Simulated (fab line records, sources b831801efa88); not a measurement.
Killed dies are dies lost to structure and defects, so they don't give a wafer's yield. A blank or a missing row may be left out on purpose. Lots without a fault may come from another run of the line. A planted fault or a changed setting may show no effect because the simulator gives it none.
fab line records | flow sky130
record lots=11 wafers=33 last_day=50
route steps=708 shown METAL2@503 VIA2@508 METAL4@626 PAD_OPEN@708
lots that met no fault: from a run of the same line without faults
start_h: hours from the record's first day to the start of the lot's first wafer shown | wait_h: hours since the lot's step before | " the same as in the row above | L1.1+2: a row that stands for several wafers | - no value, or no start given | * or withheld: withheld | < > ~ a bound
route shown NAME@n: a module of which the file shows steps, and the number in the route of the first | usual: mean/standard deviation of fault-free wafers | same: alike in all rows | chamber/n: place in a boat | sites: the reading at each site | _std_site: their standard deviation | _edge_site: outer sites' mean less inner sites' | radius_mm: how far each site lies from the wafer's centre | mask NAME#n: copy n | behind: the tool/chamber that last shaped the wafer | hold: why the lot was held/for how many hours/how that ended | device: the transistor (n, p or np) that didn't switch | end of line: the same wafers' tests at the end of the route | a step without rows: its recipe alone | killed: dies lost to structure and defects at the first sort, not the wafer's yield | map: a wafer's dies, x killed, . not, _ none there
set.NAME: the setting as run; set.NAME@STEP: as run at that earlier step | model.NAME: the simulator's own value behind a step, which no gauge read
steps of the route over a sample of lots; a table a step, a row a wafer
services: from which hour (start_h, from the record's first day; less than 0 if before it) a tool's chamber was out of use, for how many hours, and why
## steps
# step SKY_METAL2_STRIP_20
# recipe chemistry=O2/N2 power_w=1400 pressure_mtorr=1500 platen_temp_c=withheld o2_flow_sccm=3000 n2_flow_sccm=300 overash_fraction=0.5
# usual chamber_pressure_mTorr=1500.0/1.3 drypump_motor_current_A=5.7/0.39 oes_product_au=0.343/0.0049 strip_time_to_endpoint_s=2.70/0.038
# columns lot.wafer tool chamber start_h wait_h chamber_pressure_mTorr drypump_motor_current_A oes_product_au rf_hours_counter_h strip_time_to_endpoint_s
L515.1 plasma_asher-01 1 819.38 0.1 1500.5 6.5 0.340 7 2.61
L515.3 " 0 " " 1499.1 5.7 0.336 - 2.64
L515.5 " 1 " " 1499.8 6.6 0.349 - 2.63
L518.2 plasma_asher-02 1 844.98 0.1 1500.6 5.6 0.343 69 2.64
L518.3 " 0 " " 1500.5 5.3 0.339 - 2.68
L518.5 " 1 " " 1503.5 5.6 0.354 - 2.71
L520.3 plasma_asher-03 1 867.59 0.1 1499.3 5.8 0.341 - 2.64
L520.4 " 0 " " 1500.7 5.3 0.340 - 2.73
L520.5 " 1 " " 1498.9 5.8 0.344 - 2.73
L523.3 plasma_asher-03 1 888.41 0.1 1501.2 5.7 0.351 - 2.76
L523.4 " 0 " " 1500.3 5.3 0.340 - 2.74
L523.5 " 0 " " 1500.4 5.3 0.349 - 2.75
L524.1 plasma_asher-03 1 893.68 0.1 1501.1 5.8 0.348 48 2.74
L524.3 " 1 " " 1502.1 5.7 0.339 - 2.74
L524.4 " 0 " " 1498.8 5.3 0.348 - 2.69
L525.1 plasma_asher-03 1 897.83 0.1 1498.6 5.7 0.353 49 2.74
L525.3 " 0 " " 1500.1 5.3 0.348 - 2.71
L525.4 " 1 " " 1501.4 5.8 0.348 - 2.67
L532.1 plasma_asher-03 1 976.26 0.1 1502.7 5.7 0.342 57 2.71
L532.5 " 1 " " 1501.3 5.7 0.337 - 2.72
L532.6 " 0 " " 1501.4 5.3 0.339 - 2.67
L533.2 plasma_asher-02 1 976.38 0.1 1500.0 5.6 0.344 81 2.68
L533.3 " 0 " " 1498.6 5.3 0.345 - 2.72
L533.6 " 0 " " 1499.7 5.3 0.340 - 2.70
L534.1 plasma_asher-03 1 977.31 0.1 1500.4 5.7 0.346 57 2.68
L534.2 " 0 " " 1498.6 5.3 0.344 57 2.68
L534.6 " 0 " " 1500.1 5.3 0.347 - 2.71
L536.3 plasma_asher-03 0 977.81 0.1 1498.3 5.3 0.341 - 2.66
L536.4 " 1 " " 1497.8 5.8 0.338 - 2.71
L536.5 " 1 " " 1500.9 5.7 0.344 - 2.68
L535.2 plasma_asher-02 0 980.86 0.1 1500.5 5.3 0.348 82 2.74
L535.3 " 1 " " 1499.8 5.6 0.346 - 2.70
L535.5 " 1 " " 1497.9 5.6 0.341 - 2.68
# step SKY_VIA2_THK_MEAS_01
# recipe reads=SiO2_of_VIA2_HDPCVD_00
# usual VIA2_HDPCVD_THK=1151/12
# columns lot.wafer tool chamber start_h wait_h VIA2_HDPCVD_THK[nm]
L515.1 film_metro-02 - 820.11 0.1 1130
L515.3 " - " " 1145
L515.5 " - " " 1132
L518.2 film_metro-01 - 845.75 0.1 1153
L518.3 " - " " 1131
L518.5 " - " " 1159
L520.3 film_metro-01 - 868.30 0.1 1153
L520.4 " - " " 1148
L520.5 " - " " 1136
L523.3 film_metro-01 - 889.15 0.1 1167
L523.4 " - " " 1155
L523.5 " - " " 1158
L524.1 film_metro-01 - 894.40 0.1 1163
L524.3 " - " " 1142
L524.4 " - " " 1145
L525.1 film_metro-04 - 898.57 0.1 1140
L525.3 " - " " 1121
L525.4 " - " " 1141
L532.1 film_metro-04 - 977.28 0.1 1158
L532.5 " - " " 1158
L532.6 " - " " 1157
L533.2 film_metro-01 - 977.57 0.1 1163
L533.3 " - " " 1165
L533.6 " - " " 1150
L534.1 film_metro-01 - 978.11 0.1 1156
L534.2 " - " " 1150
L534.6 " - " " 1151
L536.3 film_metro-01 - 978.67 0.1 1164
L536.4 " - " " 1151
L536.5 " - " " 1159
L535.2 film_metro-04 - 981.65 0.1 1149
L535.3 " - " " 1148
L535.5 " - " " 1147
# step SKY_VIA2_CMP_24
# recipe stop_on=SiO2 t_overpolish_s=20 down_force_psi=3.5 platen_rpm=60 target_thk_nm=0 pad_velocity_m_s=0.94248
# usual motor_current_A=10.6/0.81 overpolish_run_s=19.999/0.0088 time_to_endpoint_s=101.1/2.8
# columns lot.wafer tool chamber start_h wait_h motor_current_A overpolish_run_s time_to_endpoint_s
L515.3 cmp-01 2 848.24 0.2 11.0 19.994 103.9
L515.1 " 3 " " 10.4 19.987 100.0
L515.5 " 0 " " 10.6 20.007 103.8
L518.2 cmp-01 3 873.30 0.3 10.2 20.012 98.5
L518.3 " 0 " " 10.8 20.001 98.6
L518.5 " 0 " " 9.5 19.998 102.8
L520.3 cmp-02 3 895.38 0.0 9.4 19.991 104.5
L520.4 " 0 " " 10.1 19.985 102.0
L520.5 " 0 " " 10.6 19.998 104.6
L523.3 cmp-01 1 916.30 0.9 11.1 20.003 106.7
L523.4 " 2 " " 10.0 19.996 107.3
L523.5 " 1 " " 10.4 20.006 107.1
L524.3 cmp-02 0 921.38 0.0 10.5 19.986 97.8
L524.1 " 2 " " 12.3 20.009 101.9
L524.4 " 3 " " 9.8 20.009 100.5
L525.3 cmp-01 3 925.29 0.0 10.6 19.997 99.4
L525.1 " 0 " " 10.4 19.999 100.1
L525.4 " 1 " " 11.3 20.014 102.0
L532.1 cmp-01 0 1002.71 0.1 10.1 19.992 105.3
L532.6 " 0 " " 10.9 19.994 103.9
L532.5 " 1 " " 11.4 20.005 102.9
L533.3 cmp-01 0 1003.31 0.3 10.2 19.990 102.0
L533.2 " 2 " " 10.1 20.006 100.9
L533.6 " 0 " " 10.6 19.983 97.5
L534.2 cmp-02 3 1003.79 0.4 9.5 19.988 100.2
L534.1 " 0 " " 10.4 19.998 102.4
L534.6 " 1 " " 9.9 19.992 100.3
L536.4 cmp-02 3 1004.58 0.1 9.7 20.004 100.7
L536.3 " 0 " " 9.7 20.009 98.3
L536.5 " 0 " " 10.4 20.009 99.8
L535.2 cmp-02 1 1007.23 0.0 9.6 20.000 100.4
L535.3 " 3 " " 9.2 20.002 104.4
L535.5 " 2 " " 12.7 20.012 105.4
# step SKY_METAL4_EXPOSE_10
# recipe mask_id=MM4 na=0.68 source_shape=annular sigma_inner=0.4 sigma_outer=0.8 target_cd_nm=300 dose_mj=28
# usual exposure_dose_mJ_cm2=27.985/0.029
# columns lot.wafer tool chamber start_h wait_h mask exposure_dose_mJ_cm2
L515.1 krf_scanner-01 0 967.06 - MM4#0 27.985
L515.3 " 0 " " MM4#0 28.024
L515.5 " 0 " " MM4#0 27.961
L518.2 krf_scanner-02 0 989.41 - MM4#0 27.986
L518.3 " 0 " " MM4#0 27.953
L518.5 " 0 " " MM4#0 27.978
L520.3 krf_scanner-02 0 1008.22 - MM4#0 27.995
L520.4 " 0 " " MM4#0 27.992
L520.5 " 0 " " MM4#0 27.988
L523.3 krf_scanner-02 0 1027.10 - MM4#0 26.676
L523.4 " 0 " " MM4#0 26.728
L523.5 " 0 " " MM4#0 26.699
L524.1 krf_scanner-01 0 1032.76 - MM4#0 27.964
L524.3 " 0 " " MM4#0 28.052
L524.4 " 0 " " MM4#0 27.989
L525.1 krf_scanner-02 0 1035.01 - MM4#0 26.731
L525.3 " 0 " " MM4#0 26.712
L525.4 " 0 " " MM4#0 26.668
L532.1 krf_scanner-02 0 1105.09 - MM4#0 28.008
L532.5 " 0 " " MM4#0 27.964
L532.6 " 0 " " MM4#0 28.011
L533.2 krf_scanner-02 0 1106.15 - MM4#0 27.994
L533.3 " 0 " " MM4#0 27.964
L533.6 " 0 " " MM4#0 27.998
L534.1 krf_scanner-02 0 1106.25 - MM4#0 27.904
L534.2 " 0 " " MM4#0 27.937
L534.6 " 0 " " MM4#0 27.930
L536.3 krf_scanner-02 0 1107.53 - MM4#0 27.986
L536.4 " 0 " " MM4#0 28.012
L536.5 " 0 " " MM4#0 27.973
L535.2 krf_scanner-02 0 1109.81 - MM4#0 27.977
L535.3 " 0 " " MM4#0 27.980
L535.5 " 0 " " MM4#0 27.947
# step SKY_METAL4_CD_MEAS_13
# recipe target_cd_nm=300
# usual cd_nm=300.0/1.5
# columns lot.wafer tool chamber start_h wait_h cd_nm
L515.1 cd_sem-01 - 978.09 - 299.7
L515.3 " - " " 298.7
L515.5 " - " " 300.4
L518.2 cd_sem-01 - 1001.46 - 299.6
L518.3 " - " " 299.2
L518.5 " - " " 298.6
L520.3 cd_sem-01 - 1021.13 - 299.4
L520.4 " - " " 299.0
L520.5 " - " " 299.1
L523.3 cd_sem-01 - 1037.33 - 280.1
L523.4 " - " " 247.6
L523.5 " - " " 271.0
L524.1 cd_sem-02 - 1045.59 - 297.5
L524.3 " - " " 299.3
L524.4 " - " " 299.9
L525.1 cd_sem-02 - 1047.86 - 277.0
L525.3 " - " " 290.3
L525.4 " - " " 290.3
L532.1 cd_sem-01 - 1115.14 - 300.9
L532.5 " - " " 300.3
L532.6 " - " " 301.3
L533.2 cd_sem-02 - 1116.31 - 299.2
L533.3 " - " " 300.1
L533.6 " - " " 302.0
L534.1 cd_sem-01 - 1116.59 - 302.7
L534.2 " - " " 303.2
L534.6 " - " " 302.9
L536.3 cd_sem-02 - 1117.78 - 299.0
L536.4 " - " " 299.1
L536.5 " - " " 299.7
L535.2 cd_sem-01 - 1119.46 - 300.1
L535.3 " - " " 301.0
L535.5 " - " " 299.6
# step SKY_PAD_OPEN_PROBE_99
# usual defect_limited_yield=83.0/1.9 killed_at_M0_to_M3=43/6.9 killed_at_M4_up=3.1/1.9 killed_at_contacts=24/5.4 killed_at_front_end=14/4.3 killed_at_other=0.3/0.53 killed_dies=84/9.5 killed_open=46/6.8 killed_short=38/6 sort_bin_3_pad_short=0.9/0.46 sort_bin_5_function=10.0/1.4 sort_bin_6_memory=6.1/1.1 sort_n_pass=408/9.5 sort_yield_pct=83.0/1.9
# same gross_dies=492 killed_at_back_side=0 sort_bin_4_leakage[%]=0 sort_bin_8_speed[%]=0
# columns lot.wafer tool chamber start_h wait_h defect_limited_yield[%] killed_at_M0_to_M3 killed_at_M4_up killed_at_contacts killed_at_front_end killed_at_other killed_dies killed_open killed_short sort_bin_3_pad_short[%] sort_bin_5_function[%] sort_bin_6_memory[%] sort_n_pass sort_yield_pct[%]
L523.3 prober-02 - 1125.00 0.2 82.3 41 6 18 21 1 87 42 44 1.0 10.8 5.9 405 82.3
L523.4 prober-02 - 1125.05 0.2 34.6 40 251 20 11 0 322 43 28 1.2 59.8 4.5 170 34.6
L523.5 prober-02 - 1125.10 0.2 80.7 44 7 29 15 0 95 57 33 1.4 12.0 5.9 397 80.7
L525.1 prober-02 - 1133.90 0.1 84.3 32 5 24 16 0 77 44 32 0.8 8.5 6.3 415 84.3
L525.3 prober-02 - 1134.00 0.2 81.3 44 5 27 16 0 92 49 43 1.0 11.6 6.1 400 81.3
L525.4 prober-02 - 1134.05 0.2 79.5 55 2 32 11 1 101 56 45 0.6 11.6 8.3 391 79.5
L532.1 prober-01 - 1192.94 0.1 85.6 35 2 23 11 0 71 44 27 0.2 7.5 6.7 421 85.6
L532.5 prober-01 - 1193.14 0.2 82.7 39 4 35 7 0 85 52 33 0.2 10.4 6.7 407 82.7
L532.6 prober-01 - 1193.19 0.2 80.5 54 1 27 14 0 96 58 38 0.4 11.6 7.5 396 80.5
# killed by level:class
L523.3 VIA3:geometric_particle:open=10 CONTACT:geometric_particle:open=9 VIA1:geometric_particle:open=7 METAL4:geometric_particle:short=5 METAL2:geometric_particle:short=5 POLY_GATE:geometric_particle:short=4 LI_CONTACT:geometric_particle:open=4 CONTACT:geometric_particle:short=4
L523.4 METAL4:area_expose=248 VIA1:geometric_particle:open=12 CONTACT:geometric_particle:open=8 VIA3:geometric_particle:open=8 LI_CONTACT:geometric_particle:open=4 LOCAL_INTERCONNECT:geometric_particle:short=4 METAL1:geometric_particle:short=4 VIA1:geometric_particle:short=4
L523.5 CONTACT:geometric_particle:open=13 VIA3:geometric_particle:open=10 VIA1:geometric_particle:open=8 FIELD_ISO:geometric_particle:open=7 LI_CONTACT:geometric_particle:open=7 METAL2:geometric_particle:short=5 VIA2:geometric_particle:open=5 METAL4:area_expose=5
L525.1 LI_CONTACT:geometric_particle:open=10 CONTACT:geometric_particle:open=8 VIA1:geometric_particle:open=8 METAL1:geometric_particle:open=5 METAL1:geometric_particle:short=5 POLY_GATE:geometric_particle:short=4 METAL2:geometric_particle:short=4 FIELD_ISO:geometric_particle:open=3
L525.3 VIA1:geometric_particle:open=12 LI_CONTACT:geometric_particle:open=9 CONTACT:geometric_particle:open=7 METAL1:geometric_particle:short=7 FIELD_ISO:geometric_particle:short=4 CONTACT:geometric_particle:short=4 POLY_GATE:geometric_particle:short=4 METAL2:geometric_particle:short=4
L525.4 VIA1:geometric_particle:open=10 LI_CONTACT:geometric_particle:open=8 VIA3:geometric_particle:open=7 CONTACT:geometric_particle:open=7 CONTACT:geometric_particle:short=6 METAL1:geometric_particle:short=6 METAL2:geometric_particle:short=6 METAL2:geometric_particle:open=6
L532.1 VIA1:geometric_particle:open=12 CONTACT:geometric_particle:short=7 CONTACT:geometric_particle:open=7 LI_CONTACT:geometric_particle:open=6 FIELD_ISO:geometric_particle:open=5 VIA1:geometric_particle:short=5 VIA2:geometric_particle:open=5 METAL1:geometric_particle:short=4
L532.5 CONTACT:geometric_particle:open=17 VIA1:geometric_particle:open=10 LI_CONTACT:geometric_particle:open=7 VIA1:geometric_particle:short=7 VIA3:geometric_particle:open=7 METAL2:geometric_particle:short=6 CONTACT:geometric_particle:short=4 LOCAL_INTERCONNECT:geometric_particle:open=3
L532.6 VIA1:geometric_particle:open=12 LI_CONTACT:geometric_particle:open=10 CONTACT:geometric_particle:open=9 VIA2:geometric_particle:open=9 VIA3:geometric_particle:open=7 METAL1:geometric_particle:short=6 FIELD_ISO:geometric_particle:open=5 METAL2:geometric_particle:short=5
## services
# columns tool chamber start_h hours kind
plasma_asher-03 - 801.79 5.6 repair
cmp-01 - 804.41 1.6 repair
cmp-02 - 820.18 0.4 repair
krf_scanner-02 - 825.20 3.6 pm
krf_scanner-02 - 842.87 1.3 pm
plasma_asher-03 - 854.29 2.8 pm
krf_scanner-02 - 871.83 33.3 repair
cmp-01 - 887.65 1.0 repair
krf_scanner-02 - 905.09 1.0 pm
krf_scanner-02 - 906.09 0.8 pm
cmp-01 - 912.00 4.0 pm
krf_scanner-02 - 917.28 1.4 repair
krf_scanner-02 - 921.68 0.6 repair
krf_scanner-02 - 931.42 0.8 pm
krf_scanner-02 - 935.79 4.3 repair
cmp-01 - 983.23 4.0 repair
krf_scanner-02 - 1018.77 1.3 pm
plasma_asher-03 - 1036.43 1.5 repair
krf_scanner-02 - 1051.46 1.0 pm
plasma_asher-03 - 1065.78 2.9 repair
plasma_asher-03 - 1068.72 15.6 pm
krf_scanner-02 - 1073.75 0.8 pm
cmp-01 - 1093.78 5.8 pm
cmp-01 - 1099.55 15.7 pm
## key
first_sign step=SKY_METAL4_EXPOSE_10 reading=exposure_dose_mJ_cm2 direction=down sigmas=44 usual=* struck=*
effect step=SKY_METAL4_CD_MEAS_13 reading=cd_nm direction=down sigmas=16 usual=300.0 struck=276.0 through=control_loop
effect step=SKY_PAD_OPEN_PROBE_99 reading=killed_at_M4_up direction=up sigmas=23 usual=3.1 struck=46 wafers_moved=2
more_kills_born_at SKY_METAL4_EXPOSE_10@krf_scanner-02=254
met_at SKY_METAL4_EXPOSE_10
struck_lots L523,L525
later_rows_left_out L523.4
loop_trim step=SKY_METAL4_EXPOSE_10 setting=dose lots=L523,L525
not_acting_at SKY_METAL2_STRIP_20,SKY_VIA2_THK_MEAS_01,SKY_VIA2_CMP_24
onset_between 1008.22 1027.10
fault kind=process_parameter_drift tool=krf_scanner-02 chamber=- onset_h=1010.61 steps=SKY_METAL4_EXPOSE_10 channel=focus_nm offset=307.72 spread_by_wafer=0.3 shape=step end_h=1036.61
# later_rows_left_out: the simulator's readings of these wafers behind a module that went badly wrong aren't trusted and aren't shown, but for the sort
# loop_trim: a control loop set the setting to another value than it would have without faults
